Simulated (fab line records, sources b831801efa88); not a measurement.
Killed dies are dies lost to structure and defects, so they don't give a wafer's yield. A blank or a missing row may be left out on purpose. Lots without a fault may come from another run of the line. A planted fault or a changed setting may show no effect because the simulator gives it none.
Problem report in the 8D (eight disciplines) form, filled by code | flow sky130 | the parts of the form that need people (team, actions taken, sign-off) are left out

1. THE PROBLEM
cathode_dc_power_W at SKY_METAL4_SPUTTER_04 reads a mean of 6245.4 W on 2 wafers of 1 lot; wafers without a fault read 6500.1 W with a standard deviation of 1.1. That is -99 or more standard deviations from the usual mean.
The step: material TiN, target thk 70 nm, time 58.3 s.
First seen on wafer L181.3, day 43 21:53, on pvd_sputter-04. The record holds 15 wafers of 5 lots with a number at this step. Rule for "out", or "out of limits": more than 4 standard deviations from the usual mean. The other wafers with a number count as sound.

2. WHAT IT IS AND WHAT IT IS NOT
question                    | is                 | is not
which readings at this step | cathode_dc_power_W | throttle_valve_pct
which lots                  | L181               | L169, L171, L187, L188
which wafers of those lots  | L181.3, L181.5     | L181.4
read on which tools         | pvd_sputter-04     | pvd_sputter-01, pvd_sputter-03
when                        | from day 43 21:53  | up to then (7 sound wafers); but 6 sound wafers of L187, L188 came after

3. SUSPECTS, AND WHAT RULES EACH OUT
Counting: a tool at a process step up to the reading stays a suspect if it ran every lot that is out. Sound lots after the first of them don't rule it out here, since some wafers of a struck lot are sound.
- pvd_sputter-02 at SKY_VIA3_SPUTTER_20 (material TiN, target thk 20 nm, time 80 s): kept. It ran the lot that is out, L181 (day 43 21:07); its last sound lot up to then is L171 (day 41 04:07).
- pvd_sputter-04 at SKY_METAL4_SPUTTER_00 (material Ti, target thk 15 nm, time 10 s): kept. It ran the lot that is out, L181 (day 43 21:47); its last sound lot up to then is L169 (day 40 10:10).
- pvd_sputter-04 at SKY_METAL4_SPUTTER_02 (material AlCu, target thk 735 nm, time 39.1 s): kept. It ran the lot that is out, L181 (day 43 21:50); its last sound lot up to then is L169 (day 40 10:12).
- pvd_sputter-04 at SKY_METAL4_SPUTTER_03 (material Ti, target thk 5 nm, time 3.3 s): kept. It ran the lot that is out, L181 (day 43 21:52); its last sound lot up to then is L169 (day 40 10:14).
- pvd_sputter-04 at SKY_METAL4_SPUTTER_04 (material TiN, target thk 70 nm, time 58.3 s): kept. It ran the lot that is out, L181 (day 43 21:53); its last sound lot up to then is L169 (day 40 10:16). Its own readings are out on those wafers: cathode_dc_power_W.
Left after counting: pvd_sputter-02 at SKY_VIA3_SPUTTER_20, pvd_sputter-04 at SKY_METAL4_SPUTTER_00, pvd_sputter-04 at SKY_METAL4_SPUTTER_02, pvd_sputter-04 at SKY_METAL4_SPUTTER_03, pvd_sputter-04 at SKY_METAL4_SPUTTER_04.

4. THE CAUSE (what the simulator had put in)
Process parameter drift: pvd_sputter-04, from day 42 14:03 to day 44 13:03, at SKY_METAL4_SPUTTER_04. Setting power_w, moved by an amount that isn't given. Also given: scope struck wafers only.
Counting left 5 suspects, and this tool is among them.

5. THE CHAIN OF EFFECTS, in route order
Each row: a reading whose mean over the struck wafers that have a number lies more than 3 standard deviations from the usual. Only readings for which the record gives a usual standard deviation are gone through. hours: the time from each lot's start at the first step in this table that gives one to its start at this step, as a median over the lots. sigmas: the change in usual standard deviations.
hours | step                  | reading            | usual    | on struck wafers | change | sigmas
0     | SKY_METAL4_SPUTTER_04 | cathode_dc_power_W | 6500.1 W | 6245.4           | -254.8 | -99 or more
The process steps in it:
- SKY_METAL4_SPUTTER_04: material TiN, target thk 70 nm, time 58.3 s.

6. WHAT WOULD HAVE CAUGHT IT SOONER
In this record the first reading out of limits was taken at day 43 21:53, 32 hours after the fault began at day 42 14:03.
